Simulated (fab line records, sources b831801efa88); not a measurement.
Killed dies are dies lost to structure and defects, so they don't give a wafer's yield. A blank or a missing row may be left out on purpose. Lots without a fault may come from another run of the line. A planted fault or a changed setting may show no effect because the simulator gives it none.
A struck lot beside a sound one | flow sfq_line | 42 steps out of a route of 325
Sound: wafers L506.1, L506.2, L506.5. Struck: wafer L522.1. (L522.3, L522.5 of the same lot were not struck and are left out.) The cause comes at the end.
At each step with rows: each side's tool, then ch and its chambers, then its first start. Under that, the readings that differ: sound wafers | struck wafers | difference of the means | sigmas: that difference in standard deviations of wafers without a fault.
alike: readings whose means differ by less than 2 such deviations, and words and numbers that are the same on both sides. not compared: withheld readings, readings that some wafer has no value for, bounds like >300 that may hide the same value, and numbers for which the record gives no deviation and whose values overlap.
The two part at a step that has a row with sigmas, a row that says differs or no value, or rows on one side only. Numbers that don't overlap but have no deviation are shown without sigmas and don't part them. A reading that every wafer of one side lacks parts them only if that side has two wafers or more.

first, 6 steps without rows for these wafers: SFQ_TRILAYER_L0_VIA_LITHO_COAT_018 (resist thk 62 nm); SFQ_TRILAYER_L0_VIA_LITHO_COAT_013 (resist thk 650 nm); SFQ_TRILAYER_L0_VIA_LITHO_SOFTBAKE_017; SFQ_TRILAYER_L0_VIA_LITHO_EXPOSE_014 (exposes mask L0V, target cd 700 nm); SFQ_TRILAYER_L0_VIA_LITHO_PEB_016 (peb time 60 s); SFQ_TRILAYER_L0_VIA_LITHO_DEVELOP_015 (time 60 s).
SFQ_L0V_OVL_MEAS_903:
  sound on overlay-01, day 6 08:43; struck on overlay-02, day 11 21:34
  alike: L0V_OVL
SFQ_TRILAYER_L0_VIA_BARC_OPEN_VIA_ETCH_021: etches BARC in O2, target depth 125 nm, time 41.7 s.
  sound on rie_diel-02 ch 0,2,3, day 6 08:46; struck on rie_diel-03 ch 0, day 11 21:37
  reading               | sound             | struck | difference | sigmas
  oes_product_au (a.u.) | 0.689 0.685 0.690 | 0.675  | -0.013     | -3
  alike: drypump_motor_current_A
  not compared: rf_hours_counter_h
then, 4 steps without rows for these wafers: SFQ_TRILAYER_L0_VIA_ETCH_VIA_ETCH_016 (etches SiO2 in CHF3, stops on MoNx KI, target depth 80 nm); SFQ_TRILAYER_L0_VIA_STRIP_STRIP_017 (strips in O2); SFQ_TRILAYER_L0_VIA_STRIP_SOLV_CLEAN_018 (cleans in NMP, time 600 s); SFQ_TRILAYER_M0_DEP_PRE_CLEAN_020 (time 15 s).
SFQ_TRILAYER_M0_DEP_SPUTTER_019: material Nb, target thk 200 nm, time 133.3 s.
  sound on pvd_sputter-03, day 6 09:40; struck on pvd_sputter-03, day 11 23:05
  reading                                             | sound             | struck | difference | sigmas
  model.Nb_of_TRILAYER_M0_DEP_SPUTTER_019.thk_nm (nm) | 199.4 200.4 200.4 | 138.3  | -61.8      |
  alike: substrate_temp_c, throttle_valve_pct
SFQ_M0_RS_MEAS_904: measures by four-point-probe.
  sound on film_metro-03, day 6 09:45; struck on film_metro-04, day 11 23:11
  reading           | sound             | struck | difference | sigmas
  M0_NB_RS (ohm/sq) | 0.893 0.886 0.889 | 1.291  | +0.402     | +42
then, 6 steps without rows for these wafers: SFQ_TRILAYER_M0_LITHO_COAT_026 (resist thk 62 nm); SFQ_TRILAYER_M0_LITHO_COAT_021 (resist thk 600 nm); SFQ_TRILAYER_M0_LITHO_SOFTBAKE_025; SFQ_TRILAYER_M0_LITHO_EXPOSE_022 (exposes mask M0, target cd 500 nm); SFQ_TRILAYER_M0_LITHO_PEB_024 (peb time 60 s); SFQ_TRILAYER_M0_LITHO_DEVELOP_023 (time 60 s).
SFQ_M0_OVL_MEAS_906:
  sound on overlay-01, day 7 08:53; struck on overlay-02, day 13 09:52
  alike: M0_OVL
then, 1 step without rows for these wafers: SFQ_TRILAYER_M0_BARC_OPEN_METAL_ETCH_031 (etches BARC in O2, target depth 125 nm, time 41.7 s).
SFQ_TRILAYER_M0_ETCH_METAL_ETCH_024: etches Nb in Cl2/Ar, stops on SiO2, target depth 240 nm, time 120 s.
  sound on rie_metal-03 ch 0,1, day 7 08:59; struck on rie_metal-04 ch 1, day 13 09:58
  reading               | sound             | struck | difference | sigmas
  oes_product_au (a.u.) | 0.884 0.904 0.906 | 0.729  | -0.169     | -24
  alike: drypump_motor_current_A
  not compared: rf_hours_counter_h
SFQ_TRILAYER_M0_STRIP_STRIP_025: strips in O2.
  sound on rie_metal-03 ch 0,1, day 7 09:07; struck on rie_metal-04 ch 1, day 13 10:05
  alike: drypump_motor_current_A, oes_product_au, platen_temp_c
  not compared: rf_hours_counter_h
then, 3 steps without rows for these wafers: SFQ_TRILAYER_M0_STRIP_SOLV_CLEAN_026 (cleans in NMP, time 600 s); SFQ_TRILAYER_I0_DEP_PECVD_027 (deposits SiO2 from SiH4/N2O, time 111.11 s, target thk 500 nm); SFQ_TRILAYER_I0_CMP_CMP_028 (polishes SiO2).
SFQ_I0_BOW_MEAS_907:
  sound on film_metro-02, day 7 12:58; struck on film_metro-02, day 13 21:49
  reading     | sound    | struck | difference | sigmas
  I0_BOW (um) | -8 -12 1 | 13     | +19        | +3
SFQ_TRILAYER_I0_METRO_MEASURE_029:
  sound on film_metro-02, day 7 13:05; struck on film_metro-02, day 13 21:56
  alike: thk_nm
then, 6 steps without rows for these wafers: SFQ_TRILAYER_I0_VIA_LITHO_COAT_036 (resist thk 62 nm); SFQ_TRILAYER_I0_VIA_LITHO_COAT_031 (resist thk 650 nm); SFQ_TRILAYER_I0_VIA_LITHO_SOFTBAKE_035; SFQ_TRILAYER_I0_VIA_LITHO_EXPOSE_032 (exposes mask I0, target cd 500 nm); SFQ_TRILAYER_I0_VIA_LITHO_PEB_034 (peb time 60 s); SFQ_TRILAYER_I0_VIA_LITHO_DEVELOP_033 (time 60 s).
-- the record jumps here: 6 days lie between the struck wafers' starts before and after --
SFQ_I0_OVL_MEAS_908:
  sound on overlay-02, day 12 09:34; struck on overlay-02, day 19 14:10
  alike: I0_OVL
SFQ_TRILAYER_I0_VIA_BARC_OPEN_VIA_ETCH_046: etches BARC in O2, target depth 125 nm, time 41.7 s.
  sound on rie_diel-04 ch 0,1,2, day 12 09:37; struck on rie_diel-02 ch 1, day 19 14:12
  alike: drypump_motor_current_A, oes_product_au
  not compared: rf_hours_counter_h
SFQ_TRILAYER_I0_VIA_ETCH_VIA_ETCH_034: etches SiO2 in CHF3, stops on Nb, target depth 260 nm.
  sound on rie_diel-04 ch 0,1,2, day 12 09:38; struck on rie_diel-02 ch 1, day 19 14:14
  alike: drypump_motor_current_A, oes_product_au
then, 3 steps without rows for these wafers: SFQ_TRILAYER_I0_VIA_STRIP_STRIP_035 (strips in O2); SFQ_TRILAYER_I0_VIA_STRIP_SOLV_CLEAN_036 (cleans in NMP, time 600 s); SFQ_TRILAYER_M1_DEP_PRE_CLEAN_038 (time 22.5 s).
-- the record jumps here: 63 days lie between the struck wafers' starts before and after --
SFQ_M8_BOW_MEAS_951:
  sound on film_metro-02, day 76 15:58; struck on film_metro-04, day 82 14:33
  reading                 | sound               | struck | difference | sigmas
  model.etest.m0.ohm_um   | 1.783 1.776 1.778   | 2.569  | +0.790     |
  model.etest.m0.ohm_sq   | 0.893 0.8882 0.8886 | 1.288  | +0.398     |
  model.etest.i0.link_ohm | 1.973 1.97 1.97     | 2.357  | +0.386     |
  alike: M8_BOW

WHERE THEY PART
First at SFQ_TRILAYER_L0_VIA_BARC_OPEN_VIA_ETCH_021; last, within this record, at SFQ_I0_BOW_MEAS_907. Later steps at which nothing parts them and some readings are alike: SFQ_TRILAYER_I0_METRO_MEASURE_029, SFQ_I0_OVL_MEAS_908, SFQ_TRILAYER_I0_VIA_BARC_OPEN_VIA_ETCH_046, SFQ_TRILAYER_I0_VIA_ETCH_VIA_ETCH_034, SFQ_M8_BOW_MEAS_951.

WHY: what the simulator had put in
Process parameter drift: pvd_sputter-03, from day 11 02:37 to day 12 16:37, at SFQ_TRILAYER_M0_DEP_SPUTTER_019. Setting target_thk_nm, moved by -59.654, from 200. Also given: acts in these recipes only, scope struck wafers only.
